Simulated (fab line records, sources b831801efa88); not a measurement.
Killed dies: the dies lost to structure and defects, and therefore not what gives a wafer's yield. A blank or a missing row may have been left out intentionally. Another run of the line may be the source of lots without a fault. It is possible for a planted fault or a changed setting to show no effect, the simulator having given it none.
A lot that was struck, set against a sound lot | flow sky130 | 15 steps out of a route of 708
Sound: these wafers, L474.1, L474.2, L474.5. Struck: wafers L488.1, L488.2, L488.6. The cause is named last.
Per side, at each step with rows, come the tool, then ch with its chambers, and then its first start. Under that, the readings that differ: sound wafers | struck wafers | difference of the means | sigmas: that difference in standard deviations of wafers without a fault.
alike: readings with means less than 2 such deviations apart, plus words and numbers identical on both sides. not compared: withheld readings, readings lacking a value on some wafer, bounds such as >300 that could conceal the same value, and numbers that have no deviation in the record and whose values overlap.
A row with sigmas, a row that says differs or no value, or rows on one side alone: a step with any of these is where the two part. When numbers do not overlap yet have no deviation, they are printed without sigmas and do not part them. A reading that every wafer of one side lacks parts them only if that side has two wafers or more.

first, 1 step without rows for these wafers: SKY_VIA3_ETCH_14 (etches BARC in N2/H2, stops on SiO2, time 45.9 s, target depth 60 nm).
SKY_VIA3_ETCH_15: etches SiO2 in C4F8/O2/Ar, stops on TiN, target depth 507 nm, time 78 s.
  sound on rieDiel-03 ch 1,2,3, day 40 18:02; struck on rieDiel-03 ch 1,2, day 44 11:17
  alike: biasW, oesProductAu, rfFwdPowerW
SKY_VIA3_STRIP_16: strips in O2/N2.
  sound on plasmaAsher-02 ch 0,1, day 40 18:05; struck on plasmaAsher-04 ch 0,1, day 44 11:20
  alike: drypumpMotorCurrentA, oesProductAu, stripTimeToEndpointS
  not compared: rfHoursCounterH
then, 3 steps without rows for these wafers: SKY_VIA3_STRIP_17 (strips in post etch residue remover, time 1200 s); SKY_VIA3_CLEAN_18 (cleans in IPA, time 180 s); SKY_VIA3_CLEAN_19 (cleans in O3/DIW).
SKY_VIA3_SPUTTER_20: material TiN, target thk 20 nm, time 80 s.
  sound on pvdSputter-04, day 40 18:41; struck on pvdSputter-01, day 44 12:01
  alike: throttleValvePct
SKY_VIA3_CVD_21: deposits W, target thk 390 nm, time 117.31 s.
  sound on cvdW-02 ch 0,1, day 40 18:45; struck on cvdW-02 ch 0,1, day 44 12:04
  alike: heaterPowerW
SKY_VIA3_RS_MEAS_22: measures by four-point-probe.
  sound on filmMetro-01, day 40 18:52; struck on filmMetro-03, day 44 12:11
  alike: VIA3_W_RS
SKY_VIA3_THK_MEAS_23: measures by xrf.
  sound on filmMetro-01, day 40 18:59; struck on filmMetro-03, day 44 12:19
  alike: VIA3_W_THK
SKY_VIA3_CMP_24: polishes, stops on SiO2, t overpolish 20 s, target thk 0 nm.
  sound on cmp-01 ch 0,3, day 40 19:06; struck on cmp-01 ch 0,2, day 44 12:25
  alike: motorCurrentA, overpolishRunS, platenRpm, retainingRingPressureFrac, timeToEndpointS
then, 1 step without rows for these wafers: SKY_METAL4_SPUTTER_00 (material Ti, target thk 15 nm, time 10 s).
SKY_METAL4_SPUTTER_01: material TiN, target thk 20 nm, time 16.7 s.
  sound on pvdSputter-03, day 40 19:23; struck on pvdSputter-04, day 44 12:41
reading                                   | sound             | struck           | difference | sigmas
model.TiN_of_METAL4_SPUTTER_01.thkNm (nm) | 19.89 19.76 19.88 | 17.79 17.8 17.99 | -1.98      | 
  alike: throttleValvePct
then, 1 step without rows for these wafers: SKY_METAL4_SPUTTER_02 (material AlCu, target thk 735 nm, time 39.1 s).
SKY_PAD_OPEN_PROBE_99:
  the record holds rows for the sound wafers here (prober-01, day 46 15:48) but none for the struck ones

WHERE THEY PART
Only at SKY_PAD_OPEN_PROBE_99, as far as this record shows.

WHY: what had been put in by the simulator
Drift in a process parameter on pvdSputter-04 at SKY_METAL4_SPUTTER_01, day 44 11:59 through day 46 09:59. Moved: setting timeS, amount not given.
